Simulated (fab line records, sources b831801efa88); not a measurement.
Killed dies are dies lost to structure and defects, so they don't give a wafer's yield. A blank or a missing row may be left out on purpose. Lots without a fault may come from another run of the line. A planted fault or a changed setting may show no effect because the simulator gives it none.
Chamber matching | flow sky130 | SKY_FIELD_ISO_ETCH_17 on rie_si-01: 4 sister chambers
The step etches Si in HBr/Cl2/O2, target depth 342 nm, time 97.7 s. 4 wafers are shown with their chamber, then 7 later ones without.

WAFERS WITH THEIR CHAMBER
wafer  | chamber | drypump_motor_current_A (A)
L249.4 | 3       | 5.69
L253.5 | 2       | 6.20
L259.3 | 0       | 5.96
L259.5 | 1       | 6.26

WAFERS WITHOUT THEIR CHAMBER
wafer  | drypump_motor_current_A (A)
L259.6 | 5.93
L261.2 | 5.69
L261.3 | 6.16
L261.5 | 5.71
L266.2 | 5.95
L266.3 | 6.26
L266.6 | 6.26

WHICH CHAMBER EACH WENT THROUGH
wafer  | from the rows above | in truth
L259.6 | 0                   | 0
L261.2 | 3                   | 3
L261.3 | 2                   | 2
L261.5 | 3                   | 3
L266.2 | 0                   | 0
L266.3 | 1                   | 1
L266.6 | 1                   | 1
Placed correctly: 7 of 7. Can't be placed from these rows: 0. Placed wrongly: 0.
How it was worked out, from the rows above alone: a wafer's distance from a chamber is the root of the sum, over the readings, of the square of ((its reading less the chamber's mean) divided by the reading's scatter). The wafer belongs to the nearest chamber; if the next one is less than 2 further off, it can't be placed. A chamber's mean is the mean of its shown wafers. The scatter: with one shown wafer a chamber, the root of the mean of the squares of how far each hidden wafer lies from its nearest shown one.
